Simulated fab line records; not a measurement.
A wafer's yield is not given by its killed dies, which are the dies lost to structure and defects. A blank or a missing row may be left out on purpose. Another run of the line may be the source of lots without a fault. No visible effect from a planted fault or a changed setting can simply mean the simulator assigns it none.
A single fault, viewed from 2 desks ; flow sfq-line ; each desk holds nothing but its own numbers, with what lay behind them at the end

== METROLOGY DESK ==
What the gauges read for every lot (on any tool): the sampled wafers with a number, averaged. Marked OUT: a lot whose mean sits more than 4 standard deviations from the usual mean, which makes it out of limits; the brackets give that distance.
Columns: A = I3_BOW at SFQ_I3_BOW_MEAS_922, usual 4 um
lot;first seen here;A
L966;day 35 21:47;4
L967;day 36 05:07;-1
L969;day 36 17:10;5
L974;day 37 21:49;10
L977;day 38 06:48;1
L980;day 46 02:41;0
L981;day 46 09:52;2
L983;day 49 06:44;24
L984;day 49 09:41;-5
L985;day 50 00:55;7
L986;day 50 09:11;-6
L987;day 50 10:09;9
L988;day 50 12:12;4
L989;day 50 13:10;2
Finding of this desk: none of the 14 lots has anything out of limits.

== AT THE TOOL OWNER'S DESK: cmp-01 ==
The tool's own readings at SFQ_TRILAYER_I3_CMP_CMP_082 (polishes SiO2): means of the sampled wafers that have a number, for each lot that ran on this tool. Marked OUT: a lot whose mean sits more than 4 standard deviations from the usual mean, which makes it out of limits; the brackets give that distance.
Columns: A = motor-current-A at SFQ_TRILAYER_I3_CMP_CMP_082, usual 10.6 A; B = platen-rpm at SFQ_TRILAYER_I3_CMP_CMP_082, usual 60.00 rpm; C = time-to-endpoint-s at SFQ_TRILAYER_I3_CMP_CMP_082, usual 215 s
lot;first seen here;A;B;C
L966;day 35 19:17;10.4;59.98;210
L974;day 37 19:17;10.6;60.02;217
L977;day 38 03:47;11.7;59.97;211
L981;day 46 08:20;11.0;59.98;212
L983;day 49 05:11;11.6;59.99;222
L984;day 49 07:11;11.9;60.02;209
L985;day 49 22:14;10.2;59.99;213
L987;day 50 07:09;11.7;60.00;211
L989;day 50 10:09;11.0;60.00;217
Finding of this desk: none of the 9 lots has anything out of limits.

== PUT TOGETHER ==
Nothing out of limits was seen by the metrology desk.
The tool owner's desk saw nothing out of limits.

== WHAT THE SIMULATOR HAD INSERTED ==
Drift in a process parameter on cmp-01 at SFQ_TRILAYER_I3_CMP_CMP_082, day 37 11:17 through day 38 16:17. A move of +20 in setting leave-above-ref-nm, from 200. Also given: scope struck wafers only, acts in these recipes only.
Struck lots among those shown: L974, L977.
